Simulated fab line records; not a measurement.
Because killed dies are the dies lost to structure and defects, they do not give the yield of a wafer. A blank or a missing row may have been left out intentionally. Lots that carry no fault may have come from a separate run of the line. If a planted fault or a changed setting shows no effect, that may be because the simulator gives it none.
Which tool is to blame? | flow sky130 | Sampling: 11 lots, 33 wafers, 5 of 708 route steps

WHAT EACH GAUGE READ, for each wafer
SKY_VIA1_THK_MEAS_01. Usual: for VIA1_HDPCVD_THK the level is 1030 nm and the standard deviation is 9.2.
lot  | measured     | on            | VIA1_HDPCVD_THK (nm) | flag
L327 | day 33 04:23 | film-metro-01 | 1024 1024 1028       |
L328 | day 33 13:53 | film-metro-03 | 1036 1019 1028       |
L329 | day 34 00:57 | film-metro-03 | 1025 1016 1035       |
L330 | day 34 15:15 | film-metro-04 | 1027 1022 1015       |
L331 | day 35 00:20 | film-metro-04 | 1032 1033 1025       |
L333 | day 35 06:42 | film-metro-04 | 1036 1035 1033       |
L334 | day 35 19:17 | film-metro-01 | 1056 1041 1028       |
L337 | day 36 22:43 | film-metro-04 | 1022 1011 1025       |
L342 | day 38 09:02 | film-metro-01 | 874 876 1034         | OFF
L343 | day 38 12:46 | film-metro-04 | 1028 1042 876        | OFF
L350 | day 40 02:29 | film-metro-04 | 1021 1020 1036       |

SKY_VIA1_CD_MEAS_12: target cd 150 nm. Usual: cd-nm at 148.9 nm, with a standard deviation of 2.
lot  | measured     | on        | cd-nm (nm)        | flag
L327 | day 34 08:24 | cd-sem-02 | 153.1 150.8 150.6 |
L328 | day 34 17:54 | cd-sem-01 | 144.5 143.5 146.0 |
L329 | day 35 04:24 | cd-sem-01 | 150.3 150.9 148.2 |
L330 | day 35 18:34 | cd-sem-02 | 150.1 151.2 149.0 |
L331 | day 36 02:55 | cd-sem-01 | 149.4 147.5 148.6 |
L333 | day 36 09:32 | cd-sem-01 | 148.3 150.0 150.2 |
L334 | day 36 21:58 | cd-sem-02 | 149.1 150.9 147.2 |
L337 | day 38 00:17 | cd-sem-01 | 147.6 147.7 148.8 |
L342 | day 39 10:22 | cd-sem-01 | 149.7 150.1 151.1 |
L343 | day 39 14:26 | cd-sem-01 | 148.2 148.1 148.9 |
L350 | day 41 03:46 | cd-sem-02 | 149.7 150.1 149.0 |

TOOL THAT RAN EACH LOT (tool first, then ch and the chambers of the sampled wafers, then the start)
lot  | SKY_CONTACT_ETCH_16                | SKY_METAL1_SPUTTER_03        | SKY_VIA1_HDPCVD_00
L327 | rie-diel-04 ch 0,1, day 31 20:56   | pvd-sputter-03, day 31 22:23 | hdpcvd-01 ch 0,2, day 33 04:17
L328 | rie-diel-04 ch 0,1,2, day 32 06:45 | pvd-sputter-02, day 32 08:14 | hdpcvd-02 ch 0,2, day 33 13:46
L329 | rie-diel-03 ch 0,1,2, day 32 18:50 | pvd-sputter-01, day 32 20:17 | hdpcvd-01 ch 0,2, day 34 00:50
L330 | rie-diel-03 ch 0,1,2, day 33 09:50 | pvd-sputter-03, day 33 11:17 | hdpcvd-02 ch 0,1,2, day 34 15:08
L331 | rie-diel-04 ch 2,3, day 33 18:28   | pvd-sputter-03, day 33 19:59 | hdpcvd-02 ch 0,1,2, day 35 00:13
L333 | rie-diel-04 ch 0,2, day 34 01:00   | pvd-sputter-03, day 34 02:28 | hdpcvd-02 ch 0,1, day 35 06:34
L334 | rie-diel-02 ch 0,1,2, day 34 11:52 | pvd-sputter-02, day 34 13:19 | hdpcvd-01 ch 0,1, day 35 19:09
L337 | rie-diel-03 ch 2,3, day 35 17:54   | pvd-sputter-02, day 35 19:24 | hdpcvd-01 ch 0,1,2, day 36 22:36
L342 | rie-diel-03 ch 0,1,3, day 37 04:51 | pvd-sputter-02, day 37 06:24 | hdpcvd-01 ch 1,2, day 38 08:55
L343 | rie-diel-04 ch 1,2,3, day 37 08:25 | pvd-sputter-01, day 37 09:53 | hdpcvd-01 ch 1,2, day 38 12:39
L350 | rie-diel-03 ch 0,1,2, day 38 22:32 | pvd-sputter-02, day 39 00:06 | hdpcvd-02 ch 1,2, day 40 02:22
- SKY_CONTACT_ETCH_16: etches BARC in N2/H2, stops on SiO2, time 45.9 s, target depth 60 nm.
- SKY_METAL1_SPUTTER_03: material Ti, target thk 5 nm, time 3.3 s.
- SKY_VIA1_HDPCVD_00: deposits SiO2, target thk 1030 nm, time 171.7 s.

AS READ BY THE TOOLS THEMSELVES (means over the sampled wafers that have a number; for cases with no such wafer, the mark the record gives instead)
SKY_CONTACT_ETCH_16. Usual: drypump-motor-current-A 5.8 A, standard deviation 0.46; oes-product-au 0.855 a.u., standard deviation 0.0048; throttle-valve-pct 13.225 %, standard deviation 0.0087.
lot  | tool        | drypump-motor-current-A (A) | oes-product-au (a.u.) | throttle-valve-pct (%) | flag
L327 | rie-diel-04 | 6.1                         | 0.853                 | 13.227                 |
L328 | rie-diel-04 | 6.1                         | 0.858                 | 13.235                 |
L329 | rie-diel-03 | 5.7                         | 0.852                 | 13.224                 |
L330 | rie-diel-03 | 5.6                         | 0.854                 | 13.219                 |
L331 | rie-diel-04 | 6.1                         | 0.853                 | 13.226                 |
L333 | rie-diel-04 | 6.1                         | 0.857                 | 13.233                 |
L334 | rie-diel-02 | 5.8                         | 0.854                 | 13.215                 |
L337 | rie-diel-03 | 5.0                         | 0.857                 | 13.226                 |
L342 | rie-diel-03 | 5.3                         | 0.856                 | 13.220                 |
L343 | rie-diel-04 | 6.2                         | 0.855                 | 13.214                 |
L350 | rie-diel-03 | 5.7                         | 0.854                 | 13.217                 |

SKY_METAL1_SPUTTER_03. Usual: throttle-valve-pct at 29.9 %, with a standard deviation of 0.84.
lot  | tool           | throttle-valve-pct (%) | flag
L327 | pvd-sputter-03 | 30.1                   |
L328 | pvd-sputter-02 | 30.5                   |
L329 | pvd-sputter-01 | 29.4                   |
L330 | pvd-sputter-03 | 29.5                   |
L331 | pvd-sputter-03 | 30.2                   |
L333 | pvd-sputter-03 | 29.8                   |
L334 | pvd-sputter-02 | 30.2                   |
L337 | pvd-sputter-02 | 30.4                   |
L342 | pvd-sputter-02 | 30.6                   |
L343 | pvd-sputter-01 | 29.4                   |
L350 | pvd-sputter-02 | 30.5                   |

SKY_VIA1_HDPCVD_00. Usual: sih4-flow-sccm at 60.02 sccm, with a standard deviation of 0.17.
lot  | tool      | sih4-flow-sccm (sccm) | flag
L327 | hdpcvd-01 | 59.82                 |
L328 | hdpcvd-02 | 59.78                 |
L329 | hdpcvd-01 | 59.86                 |
L330 | hdpcvd-02 | 59.84                 |
L331 | hdpcvd-02 | 59.89                 |
L333 | hdpcvd-02 | 60.11                 |
L334 | hdpcvd-01 | 60.12                 |
L337 | hdpcvd-01 | 59.96                 |
L342 | hdpcvd-01 | 54.00                 | OFF
L343 | hdpcvd-01 | 56.96                 | OFF
L350 | hdpcvd-02 | 60.06                 |

THE ANSWER, worked out from the rows above alone
Rule: take the mean of a lot's wafers that have a number; if it is more than 3 standard deviations from the usual mean, the lot is off. A lot without any number at a reading at which 4 lots or more have one is off too. All remaining lots with rows at the step are treated as sound. After the gauges, taken in route order, come the tools' own readings; for these a lot's mean is taken, as printed above. The first step at which some lot is off is used, and at that step the reading that is off furthest; a lot without a number counts as furthest.
Off: L342, L343, seen at SKY_VIA1_THK_MEAS_01 (VIA1_HDPCVD_THK).
If a tool, at a process step before that reading, ran all the lots that are off and no sound lot after the first of them, it fits. The gauges at SKY_VIA1_THK_MEAS_01 aren't tried: what is off there is off at SKY_VIA1_HDPCVD_00 too, on other tools, and a gauge's error can't cause that. One candidate fits, namely hdpcvd-01 at SKY_VIA1_HDPCVD_00. A fault onset in the window from L337 (day 36 22:36, its last sound lot) to L342 (day 38 08:55, its first lot off) fits.
On the lots that are off, the tool's own readings at SKY_VIA1_HDPCVD_00 differ by more than 5 times the standard deviation of the sound lots' means, which bears it out; sih4-flow-sccm reads 55.48 sccm there versus 59.94 sccm on the sound lots.

WHAT WAS PUT IN BY THE SIMULATOR
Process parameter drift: hdpcvd-01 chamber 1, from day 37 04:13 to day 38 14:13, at SKY_VIA1_HDPCVD_00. The setting sih4-flow-sccm was moved by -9, starting from 60. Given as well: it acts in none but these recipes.
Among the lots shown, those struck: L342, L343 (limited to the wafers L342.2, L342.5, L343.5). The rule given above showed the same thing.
